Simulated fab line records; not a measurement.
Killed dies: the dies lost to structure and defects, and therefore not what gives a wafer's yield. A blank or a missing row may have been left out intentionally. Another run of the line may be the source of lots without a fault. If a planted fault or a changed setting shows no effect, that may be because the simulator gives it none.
fab line records + flow sky130
record
- lots=13
- wafers=39
- last-day=50
route steps=708 shown NWELL@67 SONOS_ONO@181 GATE_OXIDE@197 LDD_HVN@275
lots with no fault: from the same line, run without faults
start-h: start of the lot's first displayed wafer, in hours after the record's first day + wait-h: hours since the lot's step before + " unchanged from the row above + L1.1+2: several wafers, shown together as one row + - no value, or no start given + * or withheld: withheld + < > ~ a bound
route shown NAME@n: a module of which the file shows steps, and the number in the route of the first + usual: mean/standard deviation of fault-free wafers + same: alike in all rows + chamber/n: place in a boat + sites: the reading at each site + _std_site: the standard deviation of these + _edge_site: mean of outer sites minus mean of inner sites + radius-mm: how far each site lies from the wafer's centre + mask NAME#n: copy n + behind: the last tool/chamber to shape the wafer + hold: why the lot was held/for how many hours/how that ended + device: the transistor (n, p or np) that didn't switch + end of line: at the end of the route, the tests of the same wafers + a step without rows: its recipe alone + killed: dies lost to structure and defects at the first sort, not the wafer's yield + map: a wafer's dies, x killed, . not, _ none there
set.NAME: the run value of the setting; set.NAME@STEP: its run value at that earlier step + model.NAME: the simulator's own value behind a step, which no gauge read
a sample of lots followed through the steps of the route, with each step as a table and each wafer as a row
services: the hour from which a tool's chamber was out of use, counted from the record's first day as start-h (under 0 if before that day), plus the number of hours and why
## steps
# step SKY_NWELL_STRIP_14
# recipe
- chemistry=O2/N2
- power-w=1400
- pressure-mtorr=1500
- platen-temp-c=withheld
- o2-flow-sccm=3000
- n2-flow-sccm=300
- overash-fraction=0.5
# usual
- drypump-motor-current-A=5.6/0.59
- n2-flow-sccm=300.0/0.93
- oes-product-au=0.722/0.0048
- strip-time-to-endpoint-s=36.95/0.11
| lot.wafer | tool            | chamber | start-h | wait-h | drypump-motor-current-A | n2-flow-sccm | oes-product-au | rf-hours-counter-h | strip-time-to-endpoint-s |
|-----------|-----------------|---------|---------|--------|-------------------------|--------------|----------------|--------------------|--------------------------|
| L724.1    | plasma-asher-02 | 1       | 97.57   | 0.1    | 6.2                     | 301.1        | 0.720          | 29                 | 36.80                    |
| L724.2    | "               | 0       | "       | "      | 4.9                     | 300.1        | 0.724          | 29                 | 36.91                    |
| L724.4    | "               | 1       | "       | "      | 6.2                     | 300.4        | 0.718          | -                  | 36.83                    |
| L725.1    | plasma-asher-03 | 0       | 100.97  | 0.1    | 5.3                     | 298.7        | 0.718          | 37                 | 37.04                    |
| L725.4    | "               | 0       | "       | "      | 5.3                     | 299.0        | 0.726          | -                  | 37.06                    |
| L725.6    | "               | 1       | "       | "      | 5.3                     | 298.7        | 0.726          | -                  | 37.11                    |
| L726.1    | plasma-asher-04 | 1       | 107.64  | 0.1    | 5.5                     | 301.9        | 0.727          | 46                 | 36.84                    |
| L726.3    | "               | 1       | "       | "      | 5.5                     | 300.1        | 0.714          | -                  | 36.79                    |
| L726.6    | "               | 0       | "       | "      | 6.6                     | 299.1        | 0.722          | -                  | 36.78                    |
| L727.1    | plasma-asher-02 | 0       | 114.59  | 0.1    | 4.9                     | 300.6        | 0.722          | 31                 | 36.96                    |
| L727.4    | "               | 0       | "       | "      | 4.9                     | 301.2        | 0.721          | -                  | 36.92                    |
| L727.6    | "               | 1       | "       | "      | 6.2                     | 300.6        | 0.724          | -                  | 36.97                    |
| L728.1    | plasma-asher-02 | 1       | 121.74  | 0.1    | 6.2                     | 299.9        | 0.725          | 32                 | 36.78                    |
| L728.2    | "               | 0       | "       | "      | 4.9                     | 301.6        | 0.716          | 32                 | 36.95                    |
| L728.6    | "               | 0       | "       | "      | 4.9                     | 299.8        | 0.728          | -                  | 36.69                    |
| L735.1    | plasma-asher-02 | 0       | 159.77  | 0.1    | 4.9                     | 299.8        | 0.717          | 35                 | 36.92                    |
| L735.2    | "               | 1       | "       | "      | 6.2                     | 300.4        | 0.720          | 35                 | 36.84                    |
| L735.3    | "               | 1       | "       | "      | 6.1                     | 300.2        | 0.730          | -                  | 36.93                    |
| L736.1    | plasma-asher-03 | 0       | 168.24  | 0.1    | 5.3                     | 299.4        | 0.725          | 44                 | 36.87                    |
| L736.3    | "               | 0       | "       | "      | 5.3                     | 298.9        | 0.720          | -                  | 36.82                    |
| L736.6    | "               | 1       | "       | "      | 5.3                     | 299.9        | 0.728          | -                  | 36.82                    |
| L737.3    | plasma-asher-02 | 1       | 175.22  | 0.1    | 6.1                     | 299.4        | 0.720          | -                  | 36.90                    |
| L737.4    | "               | 0       | "       | "      | 4.9                     | 299.2        | 0.722          | -                  | 36.94                    |
| L737.5    | "               | 1       | "       | "      | 6.2                     | 299.2        | 0.719          | -                  | 36.90                    |
| L738.2    | plasma-asher-02 | 1       | 181.09  | 0.1    | 6.2                     | 300.2        | 0.717          | 38                 | 36.94                    |
| L738.3    | "               | 0       | "       | "      | 4.9                     | 300.8        | 0.727          | -                  | 37.02                    |
| L738.5    | "               | 0       | "       | "      | 4.9                     | 299.9        | 0.726          | -                  | 37.04                    |
| L741.2    | plasma-asher-04 | 1       | 200.29  | 0.1    | 5.4                     | 300.0        | 0.725          | 8                  | 36.95                    |
| L741.3    | "               | 0       | "       | "      | 6.6                     | 300.2        | 0.725          | -                  | 36.98                    |
| L741.5    | "               | 1       | "       | "      | 5.5                     | 299.4        | 0.725          | -                  | 36.98                    |
| L742.1    | plasma-asher-03 | 0       | 205.54  | 0.1    | 5.3                     | 301.1        | 0.722          | 47                 | 36.91                    |
| L742.4    | "               | 1       | "       | "      | 5.3                     | 299.8        | 0.722          | -                  | 37.00                    |
| L742.5    | "               | 0       | "       | "      | 5.3                     | 301.6        | 0.714          | -                  | 37.04                    |
| L743.2    | plasma-asher-03 | 0       | 210.19  | 0.1    | 5.3                     | 299.2        | 0.720          | 48                 | 37.17                    |
| L743.4    | "               | 1       | "       | "      | 5.2                     | 300.7        | 0.729          | -                  | 36.88                    |
| L743.5    | "               | 1       | "       | "      | 5.3                     | 299.6        | 0.714          | -                  | 37.09                    |
| L745.1    | plasma-asher-02 | 1       | 219.32  | 0.1    | 6.2                     | 299.9        | 0.712          | 41                 | 37.01                    |
| L745.4    | "               | 1       | "       | "      | 6.2                     | 299.7        | 0.722          | -                  | 36.90                    |
| L745.5    | "               | 0       | "       | "      | 4.9                     | 300.2        | 0.730          | -                  | 36.94                    |
# step SKY_SONOS_ONO_CD_MEAS_13
# recipe
- target-cd-nm=410
# usual
- cd-nm=410.3/2.6
| lot.wafer | tool      | chamber | start-h | wait-h | cd-nm |
|-----------|-----------|---------|---------|--------|-------|
| L724.1    | cd-sem-02 | -       | 298.30  | 0.1    | 413.1 |
| L724.2    | "         | -       | "       | "      | 413.9 |
| L724.4    | "         | -       | "       | "      | 412.4 |
| L725.1    | cd-sem-01 | -       | 306.54  | 0.1    | 403.3 |
| L725.4    | "         | -       | "       | "      | 404.8 |
| L725.6    | "         | -       | "       | "      | 405.2 |
| L726.1    | cd-sem-02 | -       | 309.60  | 0.1    | 414.3 |
| L726.3    | "         | -       | "       | "      | 414.2 |
| L726.6    | "         | -       | "       | "      | 415.7 |
| L727.1    | cd-sem-01 | -       | 320.85  | 0.1    | 410.7 |
| L727.4    | "         | -       | "       | "      | 408.7 |
| L727.6    | "         | -       | "       | "      | 410.0 |
| L728.1    | cd-sem-02 | -       | 331.30  | 0.1    | 413.3 |
| L728.2    | "         | -       | "       | "      | 411.9 |
| L728.6    | "         | -       | "       | "      | 413.9 |
| L735.1    | cd-sem-02 | -       | 385.18  | 0.1    | 408.9 |
| L735.2    | "         | -       | "       | "      | 408.9 |
| L735.3    | "         | -       | "       | "      | 409.7 |
| L736.1    | cd-sem-02 | -       | 398.30  | 0.1    | 411.3 |
| L736.3    | "         | -       | "       | "      | 412.6 |
| L736.6    | "         | -       | "       | "      | 412.4 |
| L737.3    | cd-sem-02 | -       | 409.54  | 0.1    | 413.9 |
| L737.4    | "         | -       | "       | "      | 412.6 |
| L737.5    | "         | -       | "       | "      | 412.4 |
| L738.2    | cd-sem-02 | -       | 418.42  | 0.1    | 406.5 |
| L738.3    | "         | -       | "       | "      | 405.6 |
| L738.5    | "         | -       | "       | "      | 405.4 |
| L741.2    | cd-sem-02 | -       | 443.42  | 0.1    | 410.9 |
| L741.3    | "         | -       | "       | "      | 410.2 |
| L741.5    | "         | -       | "       | "      | 409.6 |
| L742.1    | cd-sem-02 | -       | 459.59  | 0.1    | 409.9 |
| L742.4    | "         | -       | "       | "      | 408.9 |
| L742.5    | "         | -       | "       | "      | 411.7 |
| L745.1    | cd-sem-02 | -       | 475.69  | 0.1    | 410.7 |
| L745.4    | "         | -       | "       | "      | 410.2 |
| L745.5    | "         | -       | "       | "      | 409.2 |
| L743.2    | cd-sem-02 | -       | 476.01  | 0.1    | 407.8 |
| L743.4    | "         | -       | "       | "      | 407.0 |
| L743.5    | "         | -       | "       | "      | 406.0 |
# step SKY_GATE_OXIDE_OVL_MEAS_10
# usual
- GATE_OXIDE_OVL=-0.7/1.3
| lot.wafer | tool       | chamber | start-h | wait-h | GATE_OXIDE_OVL[nm] |
|-----------|------------|---------|---------|--------|--------------------|
| L724.1    | overlay-02 | -       | 326.84  | 0.1    | -1.5               |
| L724.2    | "          | -       | "       | "      | -1.6               |
| L724.4    | "          | -       | "       | "      | 0.5                |
| L725.1    | overlay-01 | -       | 336.29  | 0.1    | 0.7                |
| L725.4    | "          | -       | "       | "      | -2.4               |
| L725.6    | "          | -       | "       | "      | -1.7               |
| L726.1    | overlay-01 | -       | 339.56  | 0.1    | 0.4                |
| L726.3    | "          | -       | "       | "      | -0.7               |
| L726.6    | "          | -       | "       | "      | -0.8               |
| L727.1    | overlay-02 | -       | 350.45  | 0.1    | 0.8                |
| L727.4    | "          | -       | "       | "      | 0.2                |
| L727.6    | "          | -       | "       | "      | -0.1               |
| L728.1    | overlay-01 | -       | 360.89  | 0.1    | -1.5               |
| L728.2    | "          | -       | "       | "      | 0.9                |
| L728.6    | "          | -       | "       | "      | -0.1               |
| L735.1    | overlay-01 | -       | 416.86  | 0.1    | 1.1                |
| L735.2    | "          | -       | "       | "      | 1.7                |
| L735.3    | "          | -       | "       | "      | -0.3               |
| L736.1    | overlay-01 | -       | 429.81  | 0.1    | -2.1               |
| L736.3    | "          | -       | "       | "      | -2.2               |
| L736.6    | "          | -       | "       | "      | -2.9               |
| L737.3    | overlay-01 | -       | 444.61  | 0.1    | -3.3               |
| L737.4    | "          | -       | "       | "      | -1.4               |
| L737.5    | "          | -       | "       | "      | -0.8               |
| L738.2    | overlay-02 | -       | 455.21  | 0.1    | -2.3               |
| L738.3    | "          | -       | "       | "      | -1.4               |
| L738.5    | "          | -       | "       | "      | -1.5               |
| L741.2    | overlay-01 | -       | 476.81  | 0.1    | -1.7               |
| L741.3    | "          | -       | "       | "      | -0.1               |
| L741.5    | "          | -       | "       | "      | -0.2               |
| L742.1    | overlay-01 | -       | 492.35  | 0.1    | -0.1               |
| L742.4    | "          | -       | "       | "      | -0.8               |
| L742.5    | "          | -       | "       | "      | -1.4               |
| L745.1    | overlay-01 | -       | 508.06  | 0.1    | -0.6               |
| L745.4    | "          | -       | "       | "      | -1.9               |
| L745.5    | "          | -       | "       | "      | 1.9                |
| L743.2    | overlay-02 | -       | 508.31  | 0.1    | 2.8                |
| L743.4    | "          | -       | "       | "      | 0.2                |
| L743.5    | "          | -       | "       | "      | 0.3                |
# step SKY_LDD_HVN_IMPLANT_08
# recipe
- species=P
- energy-kev=60
- dose-cm2=3e+13
- tilt-deg=40
| lot.wafer  | tool         | chamber | start-h | wait-h |
|------------|--------------|---------|---------|--------|
| L724.1+2+4 | implanter-03 | 0       | 482.91  | 0.0    |
| L726.1+3+6 | implanter-03 | 0       | 498.57  | 0.0    |
| L725.1+4+6 | implanter-01 | 0       | 499.22  | 0.0    |
| L727.1+4+6 | implanter-03 | 0       | 517.22  | 0.0    |
| L728.1+2+6 | implanter-03 | 0       | 523.96  | 0.0    |
| L735.1+2+3 | implanter-01 | 0       | 579.36  | 0.0    |
| L736.1+3+6 | implanter-03 | 0       | 591.57  | 0.0    |
| L737.3+4+5 | implanter-01 | 0       | 604.11  | 0.1    |
| L738.2+3+5 | implanter-04 | 0       | 613.74  | 0.0    |
| L741.2+3+5 | implanter-03 | 0       | 637.55  | 0.0    |
| L742.1+4+5 | implanter-04 | 0       | 650.06  | 0.0    |
| L745.1+4+5 | implanter-03 | 0       | 662.27  | 0.0    |
| L743.2+4+5 | implanter-04 | 0       | 662.60  | 0.0    |
# step SKY_LDD_HVN_TW_MEAS_10
# usual
- LDD_HVN_TW=1435/17
| lot.wafer | tool          | chamber | start-h | wait-h | LDD_HVN_TW |
|-----------|---------------|---------|---------|--------|------------|
| L724.1    | film-metro-04 | -       | 483.16  | 0.1    | 1417       |
| L724.2    | "             | -       | "       | "      | 1415       |
| L724.4    | "             | -       | "       | "      | 1418       |
| L726.1    | film-metro-04 | -       | 498.82  | 0.1    | 1410       |
| L726.3    | "             | -       | "       | "      | 1406       |
| L726.6    | "             | -       | "       | "      | 1413       |
| L725.1    | film-metro-03 | -       | 499.47  | 0.1    | 1447       |
| L725.4    | "             | -       | "       | "      | 1444       |
| L725.6    | "             | -       | "       | "      | 1443       |
| L727.1    | film-metro-02 | -       | 517.47  | 0.1    | 1392       |
| L727.4    | "             | -       | "       | "      | 1392       |
| L727.6    | "             | -       | "       | "      | 1391       |
| L728.1    | film-metro-03 | -       | 524.21  | 0.1    | 1391       |
| L728.2    | "             | -       | "       | "      | 1390       |
| L728.6    | "             | -       | "       | "      | 1392       |
| L735.1    | film-metro-04 | -       | 579.61  | 0.1    | 1412       |
| L735.2    | "             | -       | "       | "      | 1410       |
| L735.3    | "             | -       | "       | "      | 1410       |
| L736.1    | film-metro-03 | -       | 591.82  | 0.1    | 1456       |
| L736.3    | "             | -       | "       | "      | 1460       |
| L736.6    | "             | -       | "       | "      | 1464       |
| L737.3    | film-metro-04 | -       | 604.33  | 0.1    | 1418       |
| L737.4    | "             | -       | "       | "      | 1416       |
| L737.5    | "             | -       | "       | "      | 1427       |
| L738.2    | film-metro-03 | -       | 613.97  | 0.1    | 1452       |
| L738.3    | "             | -       | "       | "      | 1449       |
| L738.5    | "             | -       | "       | "      | 1445       |
| L741.2    | film-metro-03 | -       | 637.78  | 0.1    | 1449       |
| L741.3    | "             | -       | "       | "      | 1445       |
| L741.5    | "             | -       | "       | "      | 1451       |
| L742.1    | film-metro-03 | -       | 650.37  | 0.1    | 1448       |
| L742.4    | "             | -       | "       | "      | 1442       |
| L742.5    | "             | -       | "       | "      | 1440       |
| L745.1    | film-metro-02 | -       | 662.52  | 0.1    | 1443       |
| L745.4    | "             | -       | "       | "      | 1446       |
| L745.5    | "             | -       | "       | "      | 1448       |
| L743.2    | film-metro-02 | -       | 662.83  | 0.1    | 1439       |
| L743.4    | "             | -       | "       | "      | 1448       |
| L743.5    | "             | -       | "       | "      | 1442       |
## services
| tool            | chamber | start-h | hours | kind   |
|-----------------|---------|---------|-------|--------|
| implanter-04    | -       | 103.13  | 4.9   | pm     |
| implanter-03    | -       | 107.77  | 1.8   | repair |
| implanter-01    | -       | 133.50  | 16.3  | pm     |
| implanter-04    | -       | 152.97  | 2.3   | repair |
| implanter-04    | -       | 155.06  | 1.6   | repair |
| implanter-03    | -       | 156.45  | 1.9   | repair |
| implanter-01    | -       | 173.06  | 1.4   | repair |
| implanter-03    | -       | 203.35  | 2.9   | repair |
| plasma-asher-03 | -       | 247.85  | 0.8   | repair |
| implanter-01    | -       | 250.15  | 2.7   | repair |
| plasma-asher-03 | -       | 271.01  | 0.4   | repair |
| implanter-03    | -       | 312.27  | 2.4   | repair |
| plasma-asher-02 | -       | 323.51  | 1.4   | repair |
| implanter-01    | -       | 325.64  | 3.7   | repair |
| plasma-asher-02 | -       | 340.82  | 8.3   | repair |
| implanter-03    | -       | 350.85  | 4.3   | pm     |
| implanter-03    | -       | 355.57  | 3.6   | repair |
| plasma-asher-02 | -       | 360.47  | 1.4   | repair |
| implanter-03    | -       | 385.17  | 2.6   | pm     |
| plasma-asher-03 | -       | 431.69  | 1.5   | repair |
| plasma-asher-03 | -       | 459.36  | 1.6   | repair |
| plasma-asher-03 | -       | 460.97  | 4.3   | pm     |
| plasma-asher-02 | -       | 587.27  | 1.8   | repair |
| plasma-asher-03 | -       | 604.10  | 2.8   | pm     |
## key
first-sign
- step=SKY_LDD_HVN_TW_MEAS_10
- reading=LDD_HVN_TW
- direction=down
- sigmas=2.6
- usual=1435
- struck=1391
effect none on later readings
met-at SKY_LDD_HVN_IMPLANT_08
struck-lots L727,L728
tester-left-out L727,L728
not-acting-at SKY_NWELL_STRIP_14,SKY_SONOS_ONO_CD_MEAS_13,SKY_GATE_OXIDE_OVL_MEAS_10
onset-between 498.57 517.22
fault
- kind=process-parameter-drift
- tool=implanter-03
- chamber=-
- onset-h=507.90
- steps=SKY_LDD_HVN_IMPLANT_08
- channel=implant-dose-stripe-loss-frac
- offset=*
- shape=step
- end-h=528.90
# tester-left-out: of these lots the tester's yield and bins aren't shown, on N5 and GAA mostly nor the transistor test; their killed dies are dies lost to structure and defects alone, not to doping, threshold or leakage, so they don't give the yield
